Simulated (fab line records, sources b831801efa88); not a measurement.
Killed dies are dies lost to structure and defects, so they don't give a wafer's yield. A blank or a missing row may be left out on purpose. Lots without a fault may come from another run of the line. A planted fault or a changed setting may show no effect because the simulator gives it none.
fab line records | flow sky130
record lots=5 wafers=15 last_day=50
route steps=708 shown PASSIVATION@685 PAD_OPEN@694
lots that met no fault: from a run of the same line without faults
start_h: hours from the record's first day to the start of the lot's first wafer shown | wait_h: hours since the lot's step before | " the same as in the row above | L1.1+2: a row that stands for several wafers | - no value, or no start given | * or withheld: withheld | < > ~ a bound
route shown NAME@n: a module of which the file shows steps, and the number in the route of the first | usual: mean/standard deviation of fault-free wafers | same: alike in all rows | chamber/n: place in a boat | sites: the reading at each site | _std_site: their standard deviation | _edge_site: outer sites' mean less inner sites' | radius_mm: how far each site lies from the wafer's centre | mask NAME#n: copy n | behind: the tool/chamber that last shaped the wafer | hold: why the lot was held/for how many hours/how that ended | device: the transistor (n, p or np) that didn't switch | end of line: the same wafers' tests at the end of the route | a step without rows: its recipe alone | killed: dies lost to structure and defects at the first sort, not the wafer's yield | map: a wafer's dies, x killed, . not, _ none there
set.NAME: the setting as run; set.NAME@STEP: as run at that earlier step | model.NAME: the simulator's own value behind a step, which no gauge read
lots at some steps of the route; a table a step, a row a wafer
services: from which hour (start_h, from the record's first day; less than 0 if before it) a tool's chamber was out of use, for how many hours, and why
## steps
# step SKY_PASSIVATION_DEHYDRATE_04
# recipe temp_c=200 time_s=60
# columns lot.wafer tool chamber start_h wait_h
L078.2+4+5 litho_track-04 0 1056.91 9.9
L080.2+4+6 litho_track-04 0 1068.66 10.6
L083.1+2+4 litho_track-02 0 1090.77 9.5
L094.1+3+5 litho_track-02 0 1153.32 8.4
L097.1+4+6 litho_track-02 0 1163.87 7.4
# step SKY_PASSIVATION_HMDS_05
# recipe prime_time_s=60 prime_temp_c=120
# same prime_time_s=60
# columns lot.wafer tool chamber start_h wait_h
L078.2+4+5 litho_track-04 0 1057.06 0.1
L080.2+4+6 litho_track-04 0 1068.81 0.1
L083.1+2+4 litho_track-02 0 1090.92 0.1
L094.1+3+5 litho_track-02 0 1153.47 0.1
L097.1+4+6 litho_track-02 0 1164.02 0.1
# step SKY_PASSIVATION_COAT_06
# recipe spin_rpm=2000 resist_thk_nm=3000
# columns lot.wafer tool chamber start_h wait_h
L078.2+4+5 litho_track-04 0 1057.21 0.1
L080.2+4+6 litho_track-04 0 1068.96 0.1
L083.1+2+4 litho_track-02 0 1091.07 0.1
L094.1+3+5 litho_track-02 0 1153.62 0.1
L097.1+4+6 litho_track-02 0 1164.17 0.1
# step SKY_PASSIVATION_SOFTBAKE_07
# recipe temp_c=110 time_s=withheld
# columns lot.wafer tool chamber start_h wait_h
L078.2+4+5 litho_track-04 0 1057.36 0.1
L080.2+4+6 litho_track-04 0 1069.11 0.1
L083.1+2+4 litho_track-02 0 1091.22 0.1
L094.1+3+5 litho_track-02 0 1153.77 0.1
L097.1+4+6 litho_track-02 0 1164.32 0.1
# step SKY_PASSIVATION_EXPOSE_08
# recipe mask_id=NSM target_cd_nm=3000 na=0.57 dose_mj=260
# usual focus_offset_nm=-0.1/0.49 reticle_temp_C=23.01/0.11
# same na=0.57
# columns lot.wafer tool chamber start_h wait_h mask focus_offset_nm reticle_temp_C
L078.2 iline_stepper-02 0 - - NSM#0 -0.6 23.02
L078.4 " 0 " " NSM#0 -0.3 23.01
L078.5 " 0 " " NSM#0 -0.8 22.98
L080.2 iline_stepper-01 0 - - NSM#0 -0.4 23.17
L080.4 " 0 " " NSM#0 0.3 23.05
L080.6 " 0 " " NSM#0 -0.4 22.88
L083.1 iline_stepper-01 0 - - NSM#0 -0.1 22.98
L083.2 " 0 " " NSM#0 0.3 23.24
L083.4 " 0 " " NSM#0 -0.2 22.95
L094.1 iline_stepper-02 0 - - NSM#0 0.2 23.18
L094.3 " 0 " " NSM#0 0.6 23.17
L094.5 " 0 " " NSM#0 0.1 23.14
L097.1 iline_stepper-02 0 - - NSM#0 0.7 23.01
L097.4 " 0 " " NSM#0 -0.5 22.98
L097.6 " 0 " " NSM#0 -0.1 22.86
# step SKY_PASSIVATION_PEB_09
# recipe temp_c=115 time_s=withheld
# columns lot.wafer tool chamber start_h wait_h
L078.2+4+5 litho_track-02 0 - -
L080.2+4+6 litho_track-04 0 - -
L083.1+2+4 litho_track-02 0 - -
L094.1+3+5 litho_track-02 0 - -
L097.1+4+6 litho_track-02 0 - -
# step SKY_PASSIVATION_DEVELOP_10
# recipe develop_time_s=60 dev_temp_c=23
# columns lot.wafer tool chamber start_h wait_h
L078.2+4+5 litho_track-02 0 - -
L080.2+4+6 litho_track-04 0 - -
L083.1+2+4 litho_track-02 0 - -
L094.1+3+5 litho_track-02 0 - -
L097.1+4+6 litho_track-02 0 - -
# step SKY_PASSIVATION_ETCH_11
# recipe chemistry=CF4/O2 target_depth_nm=725 stop_on=AlCu source_w=800 bias_w=150 pressure_mtorr=150 cf4_flow_sccm=80 O2_flow_sccm=10 time_s=161.1
# usual drypump_motor_current_A=5.8/0.36 oes_product_au=0.981/0.0066 throttle_valve_pct=5.964/0.0086
# columns lot.wafer tool chamber start_h wait_h drypump_motor_current_A oes_product_au rf_hours_counter_h throttle_valve_pct
L078.2 rie_diel-04 0 1068.07 - 5.9 0.980 15 5.962
L078.4 " 1 " " 5.8 0.988 - 5.956
L078.5 " 0 " " 5.9 0.982 - 5.957
L080.2 rie_diel-03 1 1079.13 - 5.3 0.980 29 5.965
L080.4 " 0 " " 5.8 0.990 31 5.951
L080.6 " 3 " " 6.3 0.982 - 5.967
L083.1 rie_diel-03 2 1101.62 - 5.5 0.983 17 5.968
L083.2 " 1 " " 5.3 0.980 30 5.954
L083.4 " 2 " " 5.5 0.971 - 5.962
L094.1 rie_diel-03 0 1161.92 - 5.8 0.980 2 5.967
L094.3 " 2 " " 5.5 0.972 20 5.963
L094.5 " 1 " " 5.3 0.984 - 5.967
L097.1 rie_diel-04 0 1173.12 - 5.9 0.979 18 5.985
L097.4 " 0 " " 5.9 0.977 - 5.969
L097.6 " 3 " " 5.4 0.992 - 5.961
# step SKY_PASSIVATION_STRIP_12
# recipe chemistry=O2/N2 power_w=1400 pressure_mtorr=1500 platen_temp_c=withheld overash_fraction=0.7 o2_flow_sccm=3000 n2_flow_sccm=300
# usual drypump_motor_current_A=5.7/0.39 oes_product_au=0.660/0.005 strip_time_to_endpoint_s=31.48/0.11
# columns lot.wafer tool chamber start_h wait_h drypump_motor_current_A oes_product_au rf_hours_counter_h strip_time_to_endpoint_s
L078.2 plasma_asher-03 0 1068.18 0.1 5.8 0.657 94 31.59
L078.4 " 1 " " 5.7 0.659 - 31.61
L078.5 " 1 " " 5.7 0.664 - 31.58
L080.2 plasma_asher-03 1 1079.24 0.1 5.7 0.667 96 31.53
L080.4 " 0 " " 5.8 0.658 - 31.52
L080.6 " 0 " " 5.8 0.659 - 31.60
L083.1 plasma_asher-03 0 1101.78 0.1 5.8 0.663 98 31.41
L083.2 " 1 " " 5.7 0.652 98 31.42
L083.4 " 0 " " 5.8 0.665 - 31.44
L094.1 plasma_asher-02 0 1162.03 0.1 6.1 0.665 9 31.48
L094.3 " 1 " " 5.5 0.658 - 31.54
L094.5 " 1 " " 5.5 0.658 - 31.43
L097.1 plasma_asher-02 0 1173.23 0.1 6.1 0.649 10 31.60
L097.4 " 0 " " 6.1 0.658 - 31.57
L097.6 " 0 " " 6.1 0.658 - 31.53
# step SKY_PAD_OPEN_DEHYDRATE_00
# recipe temp_c=200 time_s=60
# columns lot.wafer tool chamber start_h wait_h
L078.2+4+5 litho_track-04 0 1077.81 9.6
L080.2+4+6 litho_track-04 0 1088.91 9.6
L083.1+2+4 litho_track-02 0 1111.17 9.4
L094.1+3+5 litho_track-03 0 1169.67 7.6
L097.1+4+6 litho_track-03 0 1180.72 7.5
# step SKY_PAD_OPEN_HMDS_01
# recipe prime_time_s=60 prime_temp_c=120
# same prime_time_s=60
# columns lot.wafer tool chamber start_h wait_h
L078.2+4+5 litho_track-04 0 1077.96 0.1
L080.2+4+6 litho_track-04 0 1089.06 0.1
L083.1+2+4 litho_track-02 0 1111.32 0.1
L094.1+3+5 litho_track-03 0 1169.82 0.1
L097.1+4+6 litho_track-03 0 1180.87 0.1
# step SKY_PAD_OPEN_COAT_02
# recipe spin_rpm=2000 resist_thk_nm=3000
# columns lot.wafer tool chamber start_h wait_h
L078.2+4+5 litho_track-04 0 1078.11 0.1
L080.2+4+6 litho_track-04 0 1089.21 0.1
L083.1+2+4 litho_track-02 0 1111.47 0.1
L094.1+3+5 litho_track-03 0 1169.97 0.1
L097.1+4+6 litho_track-03 0 1181.02 0.1
# step SKY_PAD_OPEN_SOFTBAKE_03
# recipe temp_c=110 time_s=withheld
# columns lot.wafer tool chamber start_h wait_h
L078.2+4+5 litho_track-04 0 1078.26 0.1
L080.2+4+6 litho_track-04 0 1089.36 0.1
L083.1+2+4 litho_track-02 0 1111.62 0.1
L094.1+3+5 litho_track-03 0 1170.12 0.1
L097.1+4+6 litho_track-03 0 1181.17 0.1
# step SKY_PAD_OPEN_EXPOSE_04
# recipe mask_id=PDM target_cd_nm=60000 na=0.57 dose_mj=260
# usual focus_offset_nm=0.2/0.49 reticle_temp_C=23.02/0.11
# same na=0.57
# columns lot.wafer tool chamber start_h wait_h mask focus_offset_nm reticle_temp_C
L078.2 iline_stepper-02 0 - - PDM#0 0.5 22.99
L078.4 " 0 " " PDM#0 0.7 22.88
L078.5 " 0 " " PDM#0 0.4 23.03
L080.2 iline_stepper-02 0 - - PDM#0 -0.2 22.98
L080.4 " 0 " " PDM#0 0.3 23.15
L080.6 " 0 " " PDM#0 1.0 22.96
L083.1 iline_stepper-02 0 - - PDM#0 0.0 23.09
L083.2 " 0 " " PDM#0 -0.1 23.06
L083.4 " 0 " " PDM#0 0.4 23.15
L094.1 iline_stepper-02 0 - - PDM#0 0.1 23.16
L094.3 " 0 " " PDM#0 -0.3 23.01
L094.5 " 0 " " PDM#0 0.0 23.17
L097.1 iline_stepper-02 0 - - PDM#0 0.5 22.95
L097.4 " 0 " " PDM#0 0.7 22.97
L097.6 " 0 " " PDM#0 0.1 23.05
# step SKY_PAD_OPEN_PEB_05
# recipe temp_c=115 time_s=withheld
# columns lot.wafer tool chamber start_h wait_h
L078.2+4+5 litho_track-04 0 - -
L080.2+4+6 litho_track-04 0 - -
L083.1+2+4 litho_track-04 0 - -
L094.1+3+5 litho_track-02 0 - -
L097.1+4+6 litho_track-04 0 - -
# step SKY_PAD_OPEN_DEVELOP_06
# recipe develop_time_s=60 dev_temp_c=23
# columns lot.wafer tool chamber start_h wait_h
L078.2+4+5 litho_track-04 0 - -
L080.2+4+6 litho_track-04 0 - -
L083.1+2+4 litho_track-04 0 - -
L094.1+3+5 litho_track-02 0 - -
L097.1+4+6 litho_track-04 0 - -
# step SKY_PAD_OPEN_ETCH_07
# recipe chemistry=CF4/O2 target_depth_nm=725 stop_on=AlCu source_w=800 bias_w=150 pressure_mtorr=150 cf4_flow_sccm=80 O2_flow_sccm=10 time_s=161.1
# usual drypump_motor_current_A=5.8/0.36 oes_product_au=0.981/0.0076 throttle_valve_pct=5.966/0.01
# columns lot.wafer tool chamber start_h wait_h drypump_motor_current_A oes_product_au rf_hours_counter_h throttle_valve_pct
L078.2 rie_diel-03 1 1088.08 - 5.3 0.976 29 5.961
L078.4 " 1 " " 5.3 0.989 - 5.968
L078.5 " 2 " " 5.5 0.979 - 5.964
L080.2 rie_diel-03 2 1099.38 - 5.5 0.976 17 5.965
L080.4 " 1 " " 5.3 0.993 - 5.977
L080.6 " 2 " " 5.5 0.981 - 5.968
L083.1 rie_diel-03 3 1121.38 - 6.3 0.979 24 5.954
L083.2 " 0 " " 5.8 0.978 1 5.957
L083.4 " 1 " " 5.3 0.969 31 5.973
L094.1 rie_diel-02 3 1177.92 - 6.0 0.980 22 5.981
L094.3 " 1 " " 5.5 0.974 14 5.954
L094.5 " 3 " " 6.0 0.977 - 5.958
L097.1 rie_diel-01 2 1189.23 - 5.9 0.973 27 5.960
L097.4 " 3 " " 5.7 0.973 5 5.951
L097.6 " 1 " " 6.0 0.989 - 5.973
# step SKY_PAD_OPEN_STRIP_08
# recipe chemistry=O2/N2 power_w=1400 pressure_mtorr=1500 platen_temp_c=withheld overash_fraction=0.7 o2_flow_sccm=3000 n2_flow_sccm=300
# usual drypump_motor_current_A=5.7/0.36 oes_product_au=0.663/0.0045
# columns lot.wafer tool chamber start_h wait_h drypump_motor_current_A oes_product_au rf_hours_counter_h
L078.2 plasma_asher-02 1 1088.24 0.1 5.4 0.658 3
L078.4 " 0 " " 6.1 0.660 -
L078.5 " 0 " " 6.1 0.659 -
L080.2 plasma_asher-04 1 1099.54 0.1 5.2 0.668 65
L080.4 " 0 " " 6.1 0.666 -
L080.6 " 1 " " 5.2 0.664 -
L083.1 plasma_asher-02 1 1121.49 0.1 5.5 0.661 6
L083.2 " 0 " " 6.1 0.665 6
L083.4 " 1 " " 5.4 0.664 -
L094.1 plasma_asher-02 0 1178.03 0.1 6.1 0.655 10
L094.3 " 0 " " 6.1 0.662 -
L094.5 " 1 " " 5.4 0.668 -
L097.1 plasma_asher-03 0 1189.34 0.1 5.8 0.666 107
L097.4 " 0 " " 5.8 0.653 -
L097.6 " 1 " " 5.7 0.662 -
# step SKY_PAD_OPEN_STRIP_09
# recipe chemistry=post_etch_residue_remover time_s=1200 temp_c=72.5
# usual bath_heat_duty_pct=14.3/1.4
# columns lot.wafer tool chamber start_h wait_h bath_heat_duty_pct
L078.2 wet_bench-03 3 1088.34 0.1 15.5
L078.4 " 3 " " 14.4
L078.5 " 3 " " 13.5
L080.2 wet_bench-02 0 1099.66 0.1 14.9
L080.4 " 0 " " 15.3
L080.6 " 0 " " 14.0
L083.1 wet_bench-01 0 1121.59 0.1 16.5
L083.2 " 0 " " 16.9
L083.4 " 0 " " 16.2
L094.1 wet_bench-02 0 1178.13 0.1 14.5
L094.3 " 0 " " 14.1
L094.5 " 0 " " 14.6
L097.1 wet_bench-03 3 1189.44 0.1 15.1
L097.4 " 3 " " 14.1
L097.6 " 3 " " 14.1
# step SKY_PAD_OPEN_CLEAN_10
# recipe chemistry=IPA time_s=180 temp_c=25
# usual bath_heat_duty_pct=6.1/0.69
# columns lot.wafer tool chamber start_h wait_h bath_heat_duty_pct
L078.2 wet_bench-02 0 1088.68 0.0 6.4
L078.4 " 0 " " 6.0
L078.5 " 0 " " 6.6
L080.2 wet_bench-03 1 1100.01 0.0 6.0
L080.4 " 1 " " 6.4
L080.6 " 1 " " 5.9
L083.1 wet_bench-02 0 1121.93 0.0 6.9
L083.2 " 0 " " 6.8
L083.4 " 0 " " 6.3
L094.1 wet_bench-03 0 1178.47 0.0 5.3
L094.3 " 0 " " 5.7
L094.5 " 0 " " 6.1
L097.1 wet_bench-01 2 1189.78 0.0 5.7
L097.4 " 2 " " 5.3
L097.6 " 2 " " 6.1
# step SKY_PAD_OPEN_CLEAN_11
# recipe chemistry=O3/DIW dry=n2_spin
# columns lot.wafer tool chamber start_h wait_h
L078.2+4+5 wet_bench-03 1 1088.74 0.0
L080.2+4+6 wet_bench-01 1 1100.08 0.0
L083.1+2+4 wet_bench-03 3 1122.06 0.0
L094.1+3+5 wet_bench-02 3 1178.53 0.0
L097.1+4+6 wet_bench-03 3 1189.84 0.0
# step SKY_PAD_OPEN_ANNEAL_12
# recipe temp_c=400 time_s=withheld ambient=N2/H2 idle_temp_c=300 ramp_up_c_per_min=8 ramp_down_c_per_min=4
# usual ramp_down_c_per_min=3.9999/0.0007 zone_power_bottom_pct=6.25/0.1
# columns lot.wafer tool chamber start_h wait_h ramp_down_c_per_min zone_power_bottom_pct
L078.2 furnace-02 0 1088.83 0.0 4.0004 6.39
L078.4 " 0 " " 4.0002 6.27
L078.5 " 0 " " 3.9988 6.24
L080.2 furnace-01 0 1100.18 0.0 3.9990 6.18
L080.4 " 0 " " 3.9997 6.17
L080.6 " 0 " " 4.0001 6.14
L083.1 furnace-02 0 1122.15 0.0 4.0000 6.40
L083.2 " 0 " " 3.9996 6.36
L083.4 " 0 " " 3.9992 6.39
L094.1 furnace-01 0 1178.62 0.0 3.9990 6.28
L094.3 " 0 " " 4.0003 6.15
L094.5 " 0 " " 3.9989 6.16
L097.1 furnace-01 0 1189.93 0.0 4.0011 6.21
L097.4 " 0 " " 3.9995 6.11
L097.6 " 0 " " 4.0005 6.17
# step SKY_PAD_OPEN_BOW_MEAS_13
# recipe mode=bow
# usual PAD_OPEN_BOW=45/8.6
# columns lot.wafer tool chamber start_h wait_h PAD_OPEN_BOW[um]
L078.2 film_metro-03 - 1090.35 - 51
L078.4 " - " " 44
L078.5 " - " " 53
L080.2 film_metro-01 - 1101.70 - 50
L080.4 " - " " 57
L080.6 " - " " 40
L083.1 film_metro-04 - 1123.65 - 43
L083.2 " - " " 33
L083.4 " - " " 41
L094.1 film_metro-03 - 1180.12 - 44
L094.3 " - " " 39
L094.5 " - " " 48
L097.1 film_metro-03 - 1191.43 - 43
L097.4 " - " " 48
L097.6 " - " " 51
# step SKY_PAD_OPEN_PROBE_99
# usual defect_limited_yield=82.5/1.9 killed_at_M0_to_M3=42/7.4 killed_at_M4_up=3.4/1.8 killed_at_contacts=25/5.4 killed_at_front_end=15/4.4 killed_dies=86/9.3 killed_on_rim=17/3.9 killed_open=47/7.6 killed_short=39/6.5 sort_bin_3_pad_short=0.9/0.46 sort_bin_5_function=10.3/1.5 sort_bin_6_memory=6.3/1.2 sort_n_pass=406/9.3 sort_yield_pct=82.5/1.9
# same gross_dies=492 killed_at_back_side=0 killed_at_other=0 sort_bin_4_leakage[%]=0 sort_bin_8_speed[%]=0
# columns lot.wafer tool chamber start_h wait_h defect_limited_yield[%] killed_at_M0_to_M3 killed_at_M4_up killed_at_contacts killed_at_front_end killed_dies killed_on_rim killed_open killed_short sort_bin_3_pad_short[%] sort_bin_5_function[%] sort_bin_6_memory[%] sort_n_pass sort_yield_pct[%]
L078.2 prober-02 - 1090.50 0.1 85.2 30 2 25 16 73 18 46 27 0.4 9.6 4.9 419 85.2
L078.4 prober-02 - 1090.60 0.2 82.5 37 4 28 17 86 21 46 40 1.0 10.4 6.1 406 82.5
L078.5 prober-02 - 1090.65 0.2 82.5 45 1 23 17 86 20 40 46 1.2 10.2 6.1 406 82.5
L080.2 prober-02 - 1101.85 0.1 81.9 47 0 27 15 89 20 55 34 0.4 10.4 7.3 403 81.9
L080.4 prober-02 - 1101.95 0.2 80.1 54 5 25 14 98 13 51 47 1.0 10.0 8.9 394 80.1
L080.6 prober-02 - 1102.05 0.2 81.3 56 4 19 13 92 16 47 45 1.6 9.1 7.9 400 81.3
L083.1 prober-01 - 1123.77 0.1 83.7 34 9 20 17 80 14 33 47 1.0 10.2 5.1 412 83.7
L083.2 prober-01 - 1123.82 0.1 84.1 46 2 21 9 78 19 44 34 1.2 10.8 3.9 414 84.1
L083.4 prober-01 - 1123.92 0.2 83.9 41 2 24 12 79 19 37 42 0.4 9.1 6.5 413 83.9
L094.1 prober-02 - 1180.24 0.1 84.6 34 3 22 17 76 17 52 24 1.0 7.3 7.1 416 84.6
L094.3 prober-02 - 1180.34 0.2 82.3 51 3 20 13 87 22 36 51 1.6 8.7 7.3 405 82.3
L094.5 prober-02 - 1180.44 0.2 82.7 49 3 24 9 85 17 52 33 0.2 11.2 5.9 407 82.7
L097.1 prober-02 - 1191.55 0.1 77.8 59 4 30 16 109 27 56 53 1.6 12.0 8.5 383 77.8
L097.4 prober-02 - 1191.70 0.2 84.6 46 2 14 14 76 12 42 34 1.0 9.3 5.1 416 84.6
L097.6 prober-02 - 1191.80 0.2 83.5 42 2 24 13 81 11 53 28 1.0 10.8 4.7 411 83.5
# killed by level:class
L078.2 CONTACT:geometric_particle:open=10 VIA1:geometric_particle:open=8 LI_CONTACT:geometric_particle:open=7 FIELD_ISO:geometric_particle:open=6 VIA2:geometric_particle:open=6 LOCAL_INTERCONNECT:geometric_particle:short=5 VIA3:geometric_particle:open=4 VIA3:geometric_particle:short=4
L078.4 CONTACT:geometric_particle:open=8 VIA1:geometric_particle:open=8 LI_CONTACT:geometric_particle:open=7 CONTACT:geometric_particle:short=7 METAL2:geometric_particle:short=7 FIELD_ISO:geometric_particle:open=5 VIA3:geometric_particle:open=5 LOCAL_INTERCONNECT:geometric_particle:short=5
L078.5 FIELD_ISO:geometric_particle:short=8 CONTACT:geometric_particle:open=8 METAL2:geometric_particle:short=8 VIA1:geometric_particle:open=7 VIA3:geometric_particle:open=7 LI_CONTACT:geometric_particle:open=6 METAL1:geometric_particle:short=6 POLY_GATE:geometric_particle:short=4
L080.2 VIA1:geometric_particle:open=15 LI_CONTACT:geometric_particle:open=8 LOCAL_INTERCONNECT:geometric_particle:short=7 CONTACT:geometric_particle:open=6 VIA3:geometric_particle:open=6 FIELD_ISO:geometric_particle:open=5 VIA1:geometric_particle:short=5 METAL1:geometric_particle:open=4
L080.4 LI_CONTACT:geometric_particle:open=11 VIA1:geometric_particle:short=9 VIA1:geometric_particle:open=9 VIA3:geometric_particle:open=7 METAL1:geometric_particle:short=7 CONTACT:geometric_particle:open=6 VIA2:geometric_particle:open=6 FIELD_ISO:geometric_particle:short=5
L080.6 METAL1:geometric_particle:short=14 VIA2:geometric_particle:open=7 METAL2:geometric_particle:short=7 VIA3:geometric_particle:open=7 LI_CONTACT:geometric_particle:open=6 VIA1:geometric_particle:open=6 FIELD_ISO:geometric_particle:open=5 CONTACT:geometric_particle:open=5
L083.1 CONTACT:geometric_particle:open=7 METAL4:geometric_particle:short=7 POLY_GATE:geometric_particle:short=5 CONTACT:geometric_particle:short=5 METAL1:geometric_particle:short=5 VIA1:geometric_particle:open=5 FIELD_ISO:geometric_particle:short=4 VIA1:geometric_particle:short=4
L083.2 VIA1:geometric_particle:short=11 CONTACT:geometric_particle:open=9 VIA2:geometric_particle:open=9 VIA1:geometric_particle:open=8 METAL1:geometric_particle:short=5 VIA3:geometric_particle:open=4 LI_CONTACT:geometric_particle:open=3 CONTACT:geometric_particle:short=3
L083.4 METAL2:geometric_particle:short=11 VIA1:geometric_particle:open=10 CONTACT:geometric_particle:open=7 CONTACT:geometric_particle:short=6 LI_CONTACT:geometric_particle:open=5 VIA2:geometric_particle:open=5 FIELD_ISO:geometric_particle:short=4 LOCAL_INTERCONNECT:geometric_particle:short=4
L094.1 CONTACT:geometric_particle:open=11 VIA1:geometric_particle:open=9 FIELD_ISO:geometric_particle:open=7 VIA3:geometric_particle:open=6 LI_CONTACT:geometric_particle:open=5 VIA1:geometric_particle:short=5 POLY_GATE:geometric_particle:open=3 CONTACT:geometric_particle:short=3
L094.3 VIA1:geometric_particle:open=12 METAL2:geometric_particle:short=7 FIELD_ISO:geometric_particle:short=6 CONTACT:geometric_particle:open=6 VIA1:geometric_particle:short=6 METAL1:geometric_particle:short=6 VIA3:geometric_particle:open=6 VIA2:geometric_particle:open=5
L094.5 CONTACT:geometric_particle:open=11 VIA3:geometric_particle:open=11 VIA2:geometric_particle:open=8 VIA1:geometric_particle:open=7 METAL1:geometric_particle:short=6 CONTACT:geometric_particle:short=5 FIELD_ISO:geometric_particle:open=4 METAL2:geometric_particle:short=4
L097.1 CONTACT:geometric_particle:open=13 VIA1:geometric_particle:open=12 VIA2:geometric_particle:open=11 VIA1:geometric_particle:short=7 METAL2:geometric_particle:short=7 CONTACT:geometric_particle:short=6 METAL3:geometric_particle:short=6 VIA3:geometric_particle:open=6
L097.4 VIA1:geometric_particle:open=12 VIA3:geometric_particle:open=12 LI_CONTACT:geometric_particle:open=5 VIA1:geometric_particle:short=5 POLY_GATE:geometric_particle:open=4 POLY_GATE:geometric_particle:short=4 METAL1:geometric_particle:short=4 VIA2:geometric_particle:open=4
L097.6 VIA1:geometric_particle:open=13 LI_CONTACT:geometric_particle:open=9 METAL1:geometric_particle:short=7 VIA2:geometric_particle:open=7 VIA3:geometric_particle:open=6 CONTACT:geometric_particle:open=5 POLY_GATE:geometric_particle:open=4 LOCAL_INTERCONNECT:geometric_particle:open=4
## services
# columns tool chamber start_h hours kind
rie_diel-01 1 1035.15 4.9 repair
rie_diel-02 0 1041.17 2.9 repair
iline_stepper-02 - 1046.23 2.1 pm
iline_stepper-01 - 1048.97 1.7 pm
plasma_asher-02 - 1055.25 9.0 pm
plasma_asher-04 - 1063.70 28.1 pm
rie_diel-03 3 1068.31 9.5 repair
rie_diel-04 - 1078.52 2.8 pm
furnace-01 - 1086.81 3.4 pm
rie_diel-04 1 1093.12 6.5 repair
furnace-02 - 1097.49 21.0 repair
plasma_asher-03 - 1098.16 1.7 repair
wet_bench-01 - 1110.18 5.8 repair
furnace-01 - 1134.24 3.5 pm
rie_diel-03 1 1136.41 2.7 repair
plasma_asher-02 - 1138.58 15.9 pm
rie_diel-03 0 1140.36 6.0 repair
iline_stepper-01 - 1147.81 41.2 repair
rie_diel-04 2 1169.46 13.8 repair
furnace-02 - 1175.13 4.5 pm
plasma_asher-03 - 1180.34 2.8 pm
iline_stepper-01 - 1181.83 8.9 repair
rie_diel-03 0 1184.57 6.3 repair
iline_stepper-02 - 1185.63 0.8 repair
## key
fault none
